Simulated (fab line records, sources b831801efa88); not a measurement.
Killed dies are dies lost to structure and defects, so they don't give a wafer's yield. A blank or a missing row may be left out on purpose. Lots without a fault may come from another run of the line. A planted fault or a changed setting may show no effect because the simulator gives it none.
Chamber matching | flow gf180mcu | GF_V5_CMP_04 on cmp-01: 4 sister chambers
The step polishes SiO2. 8 wafers are shown with their chamber, then 7 later ones without.

WAFERS WITH THEIR CHAMBER
wafer  | chamber | motor_current_A (A) | slurry_filter_dp_kPa (kPa)
L612.2 | 3       | 13.9                | 13.27
L614.3 | 1       | 11.7                | 13.60
L614.6 | 0       | 11.4                | 13.56
L617.1 | 1       | 11.3                | 13.50
L617.2 | 2       | 12.0                | 13.53
L617.4 | 3       | 13.6                | 13.55
L618.1 | 2       | 12.4                | 13.47
L618.4 | 0       | 11.2                | 13.71

WAFERS WITHOUT THEIR CHAMBER
wafer  | motor_current_A (A) | slurry_filter_dp_kPa (kPa)
L618.5 | 12.2                | 13.44
L626.2 | 13.1                | 13.74
L626.5 | 11.3                | 13.30
L626.6 | 12.8                | 13.84
L631.2 | 12.2                | 13.75
L631.4 | 11.3                | 13.56
L631.6 | 13.0                | 13.68

WHICH CHAMBER EACH WENT THROUGH
wafer  | from the rows above          | in truth
L618.5 | 2                            | 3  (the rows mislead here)
L626.2 | can't be placed: 3 or 2      | 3
L626.5 | can't be placed: 1 or 0 or 2 | 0
L626.6 | can't be placed: 2 or 3      | 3
L631.2 | can't be placed: 2 or 1 or 0 | 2
L631.4 | can't be placed: 0 or 1      | 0
L631.6 | can't be placed: 2 or 3      | 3
Placed correctly: 0 of 7. Can't be placed from these rows: 6 (the true chamber is among the candidates in 6). Placed wrongly: 1.
How it was worked out, from the rows above alone: a wafer's distance from a chamber is the root of the sum, over the readings, of the square of ((its reading less the chamber's mean) divided by the reading's scatter). The wafer belongs to the nearest chamber; if the next one is less than 2 further off, it can't be placed. A chamber's mean is the mean of its shown wafers. The scatter: the root of (the sum of the squares of (reading less its chamber's mean) over the shown wafers, divided by (wafers less chambers)).
